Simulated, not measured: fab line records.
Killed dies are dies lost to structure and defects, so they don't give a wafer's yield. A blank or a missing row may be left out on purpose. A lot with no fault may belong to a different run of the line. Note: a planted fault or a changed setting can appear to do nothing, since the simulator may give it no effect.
Struck lot and sound lot, side by side / flow sky130 / 17 steps out of a route of 708
Sound: these wafers, L339.1, L339.2, L339.3. The struck wafers were L346.1, L346.2, L346.6. The cause is named last.
Each step with rows lists, per side, the tool, then ch with its chambers, then its first start. Under that, the readings that differ: sound wafers / struck wafers / difference of the means / sigmas: that difference in standard deviations of wafers without a fault.
alike: same words and numbers on both sides, and readings whose means sit less than 2 such deviations apart. not compared: any withheld reading, any reading some wafer has no value for, any bound like >300 that may hide the same value, and any number with overlapping values for which the record gives no deviation.
A row with sigmas, a row that says differs or no value, or rows on one side alone: a step with any of these is where the two part. Numbers that don't overlap but have no deviation are shown without sigmas and don't part them. A reading missing from all wafers of one side parts the sides only when that side holds two or more wafers.

first, 5 steps without rows for these wafers: SKY_SD_N_COAT_02 (resist thk 1140 nm); SKY_SD_N_SOFTBAKE_03 (time 60 s); SKY_SD_N_EXPOSE_04 (exposes mask NSDM, target cd 380 nm); SKY_SD_N_PEB_05; SKY_SD_N_DEVELOP_06 (develop time 60 s).
SKY_SD_N_CD_MEAS_07: the cd target is 380 nm.
  sound on cdSem-01 at day 30 23:47; struck on cdSem-02 at day 33 09:47
  alike: cdNm
SKY_SD_N_OVL_MEAS_08:
  sound on overlay-01 at day 30 23:55; struck on overlay-02 at day 33 09:54
  alike: SD_N_OVL
then, 2 steps without rows for these wafers: SKY_SD_N_IMPLANT_09; SKY_SD_N_IMPLANT_10.
SKY_SD_N_STRIP_11: strips in O2/N2.
  sound on plasmaAsher-02 ch 0,1, day 31 00:15; struck on plasmaAsher-03 ch 0,1, day 33 10:14
reading=stripTimeToEndpointS (s); sound=22.63 22.56 22.59; struck=22.52 22.45 22.54; difference=-0.09; sigmas=-2
  alike: drypumpMotorCurrentA, oesProductAu
  not compared: rfHoursCounterH
SKY_SD_N_TW_MEAS_12:
  sound on filmMetro-01 at day 31 00:21; struck on filmMetro-03 at day 33 10:20
  alike: SD_N_TW
then, 1 step without rows for these wafers: SKY_SD_N_CLEAN_13 (cleans in SC1/SC2, time 150 s).
SKY_SD_N_RTA_14: time 2 s.
  sound on rtpAnneal-01 ch 0, day 31 00:28; struck on rtpAnneal-02 ch 0, day 33 10:27
reading=lampPowerPct (%); sound=15.62 15.68 15.74; struck=16.41 16.44 16.34; difference=+0.72; sigmas=+14
reading=wafer_temp_C_max; sound=1079.1 1079.3 1078.1; struck=1100.6 1100.4 1101.3; difference=+21.9; sigmas=+17
SKY_SD_N_RS_MEAS_16: a four-point-probe measurement.
  sound on filmMetro-02 at day 31 00:38; struck on filmMetro-01 at day 33 10:40
reading=SD_N_RS (ohm/sq); sound=68.54 68.48 68.31; struck=64.33 64.49 64.35; difference=-4.05; sigmas=-41
SKY_SD_N_RS_MEAS_17: a four-point-probe measurement.
  sound on filmMetro-02 at day 31 00:45; struck on filmMetro-01 at day 33 10:47
reading=SD_P_RS (ohm/sq); sound=147.2 147.0 146.7; struck=127.4 127.9 127.4; difference=-19.4; sigmas=-59
SKY_SD_N_RS_MEAS_18: a four-point-probe measurement.
  sound on filmMetro-02 at day 31 00:52; struck on filmMetro-01 at day 33 10:55
reading=RES_XHIGH_RS (ohm/sq); sound=332.1 333.8 334.0; struck=331.1 330.4 330.8; difference=-2.5; sigmas=-2
-- here the record skips 16 days between the struck wafers' starts before and after, leaving off in module SD_N and picking up in module PAD_OPEN (first step shown: number 708 of the route) --
SKY_PAD_OPEN_PROBE_99:
  sound on prober-02 at day 48 02:01; struck on prober-01 at day 49 17:11
reading=model.etest.resXhighPo.lineOhmUm; sound=5794 6234 5819; struck=4580 4552 4450; difference=-1422; sigmas=
reading=model.etest.resXhighPo.rsOhmSq; sound=2018 2152 2030; struck=1602 1618 1557; difference=-474; sigmas=
reading=model.etest.pfet_01v8.rOnOhmUm; sound=3008 2882 2910; struck=2649 2616 2728; difference=-269; sigmas=
reading=model.etest.resPdiff.lineOhmUm; sound=1353 1360 1376; struck=1214 1216 1216; difference=-148; sigmas=
reading=model.etest.resHighPo.lineOhmUm; sound=754.4 769.4 737.7; struck=624.8 643.7 621.3; difference=-123.9; sigmas=
reading=model.etest.liconHighPo.rcOhm; sound=366.1 375.3 363.3; struck=271.9 279.1 258.1; difference=-98.5; sigmas=
reading=model.etest.resNdiff.lineOhmUm; sound=762.9 776.5 785.9; struck=702.3 710.9 705.3; difference=-68.9; sigmas=
reading=model.etest.resHighPo.rsOhmSq; sound=266.6 269.6 261.5; struck=221.2 224.8 219.9; difference=-43.9; sigmas=
  alike: killed_at_M0_to_M3, killed_at_M4_up, killedAtContacts, killedAtFrontEnd, killedAtOther, killedDies, killedOpen, killedShort

WHERE THEY PART
Earliest at SKY_SD_N_STRIP_11; latest, in this record, at SKY_SD_N_RS_MEAS_18. Later steps at which nothing parts them and some readings are alike: SKY_PAD_OPEN_PROBE_99.

WHY: what had been put in by the simulator
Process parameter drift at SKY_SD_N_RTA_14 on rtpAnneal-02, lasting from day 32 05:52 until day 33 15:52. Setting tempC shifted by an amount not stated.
